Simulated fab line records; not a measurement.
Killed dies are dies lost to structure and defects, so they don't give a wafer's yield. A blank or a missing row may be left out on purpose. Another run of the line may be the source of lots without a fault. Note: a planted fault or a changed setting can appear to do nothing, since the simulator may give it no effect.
Comparing a struck lot with a sound one	flow sky130	23 out of 708 route steps
Sound: the wafers L966.1, L966.4, L966.5. Struck: wafer L969.4. (L969.3, L969.5 of the same lot were not struck and are left out.) The cause comes at the end.
Order at every step that has rows: each side's tool, ch and its chambers, its first start. Under that, the readings that differ: sound wafers	struck wafers	difference of the means	sigmas: that difference in standard deviations of wafers without a fault.
alike: same words and numbers on both sides, and readings whose means sit less than 2 such deviations apart. not compared: any withheld reading, any reading some wafer has no value for, any bound like >300 that may hide the same value, and any number with overlapping values for which the record gives no deviation.
The two part at a step that has a row with sigmas, a row that says differs or no value, or rows on one side only. Numbers that don't overlap but have no deviation are shown without sigmas and don't part them. Lack of a reading on every wafer of one side parts them only where that side has two or more wafers.

first, 1 step without rows for these wafers: SKY_CAP2M_DEVELOP_11 (develop time 60 s).
SKY_CAP2M_OVL_MEAS_12:
  sound on overlay-02, day 41 00:52; struck on overlay-01, day 41 17:29
  alike: CAP2M_OVL
SKY_CAP2M_METAL_ETCH_13: etches TiN in Cl2/BCl3, stops on SiO2, target depth 220 nm, time 62.9 s.
  sound on rie metal-03 ch 0,1, day 41 00:55; struck on rie metal-03 ch 1, day 41 17:32
  alike: drypump motor current A, mfc cl2 sccm, oes product au, throttle valve pct
  not compared: rf hours counter h
SKY_CAP2M_STRIP_14: strips in O2/N2.
  sound on plasma asher-04 ch 0, day 41 00:59; struck on plasma asher-01 ch 0, day 41 17:37
reading	sound	struck	difference	sigmas
strip time to endpoint s (s)	12.71 12.74 12.73	12.58	-0.15	-4
  alike: drypump motor current A, oes product au
  not compared: rf hours counter h
then, 8 steps without rows for these wafers: SKY_CAP2M_STRIP_15 (strips in post etch residue remover, time 1200 s); SKY_CAP2M_CLEAN_16 (cleans in IPA, time 180 s); SKY_CAP2M_CLEAN_17 (cleans in O3/DIW); SKY_METAL4_DEHYDRATE_05 (time 60 s); SKY_METAL4_HMDS_06 (prime time 60 s); SKY_METAL4_COAT_07 (resist thk 60 nm); SKY_METAL4_COAT_08 (resist thk 1140 nm); SKY_METAL4_SOFTBAKE_09 (time 90 s).
SKY_METAL4_EXPOSE_10: exposes mask MM4, target cd 300 nm.
  sound on krf scanner-01 ch 0, day 41 13:41; struck on krf scanner-01 ch 0, day 42 06:26
  alike: mask
then, 2 steps without rows for these wafers: SKY_METAL4_PEB_11; SKY_METAL4_DEVELOP_12 (develop time 60 s).
SKY_METAL4_CD_MEAS_13: the cd target is 300 nm.
  sound on cd sem-02, day 42 01:33; struck on cd sem-02, day 42 18:11
reading	sound	struck	difference	sigmas
cd nm (nm)	298.1 298.4 297.9	285.3	-12.8	-11
SKY_METAL4_OVL_MEAS_14:
  sound on overlay-02, day 42 01:40; struck on overlay-02, day 42 18:17
  alike: METAL4_OVL
SKY_METAL4_DESCUM_15: chemistry O2, time 8 s.
  sound on rie metal-02 ch 0,1, day 42 01:42; struck on rie metal-03 ch 0, day 42 18:19
reading	sound	struck	difference	sigmas
drypump motor current A (A)	5.8 5.8 6.2	4.9	-1.0	-2
model.METAL4.cd nm (nm)	298.8 298.3 298.2	285.9	-12.5	
  alike: oes product au
  not compared: rf hours counter h
SKY_METAL4_ETCH_16: etches BARC in N2/H2, stops on SiO2, time 88.2 s, target depth 60 nm.
  sound on rie metal-02 ch 0,1, day 42 01:44; struck on rie metal-03 ch 0, day 42 18:22
reading	sound	struck	difference	sigmas
drypump motor current A (A)	5.8 5.8 6.3	4.9	-1.1	-2
throttle valve pct (%)	13.191 13.205 13.209	13.228	+0.026	+3
  alike: h2 flow sccm, oes product au
  not compared: rf hours counter h
SKY_METAL4_ETCH_17: etches SiO2 in C4F8/O2/Ar, stops on TiN, time 3.9 s, target depth 15 nm.
  sound on rie diel-03 ch 1,2,3, day 42 01:50; struck on rie diel-04 ch 3, day 42 18:26
  alike: oes product au
  not compared: rf hours counter h
SKY_METAL4_METAL_ETCH_18: etches the open film in Cl2/BCl3, stops on SiO2, target depth 845 nm, time 183.1 s.
  sound on rie metal-01 ch 0,1, day 42 01:51; struck on rie metal-02 ch 1, day 42 18:31
reading	sound	struck	difference	sigmas
model.METAL4.cd nm (nm)	295 295.5 292.2	288.2	-6.0	
  alike: drypump motor current A, mfc cl2 sccm, oes product au, throttle valve pct
  not compared: rf hours counter h
SKY_METAL4_STRIP_19: strips in O2/N2.
  sound on plasma asher-01 ch 0,1, day 42 02:02; struck on plasma asher-02 ch 1, day 42 18:40
  alike: drypump motor current A, oes product au, strip time to endpoint s
  not compared: rf hours counter h
-- the record jumps here: 4 days lie between the struck wafers' starts before and after (it left off in module METAL4 and takes up again in module PAD_OPEN, whose first step shown is number 708 of the route) --
SKY_PAD_OPEN_PROBE_99:
  sound on prober-02, day 46 01:18; struck on prober-01, day 46 15:32
reading	sound	struck	difference	sigmas
model.etest.met4.width nm (nm)	299.6 293.5 289.7	286.5	-7.8	
model.etest.met4.line ohm um	0.1413 0.146 0.147	0.1505	+0.0057	
  alike: defect limited yield, killed_at_M0_to_M3, killed_at_M4_up, killed at contacts, killed at front end, killed at other, killed dies, killed open, killed short, sort_bin_3_pad_short, sort_bin_5_function, sort_bin_6_memory, sort n pass, sort yield pct

== WHERE THEY PART ==
First at SKY_CAP2M_STRIP_14; last, within this record, at SKY_METAL4_ETCH_16. Later steps at which nothing parts them and some readings are alike: SKY_METAL4_ETCH_17, SKY_METAL4_METAL_ETCH_18, SKY_METAL4_STRIP_19, SKY_PAD_OPEN_PROBE_99.

WHY: what had been put in by the simulator
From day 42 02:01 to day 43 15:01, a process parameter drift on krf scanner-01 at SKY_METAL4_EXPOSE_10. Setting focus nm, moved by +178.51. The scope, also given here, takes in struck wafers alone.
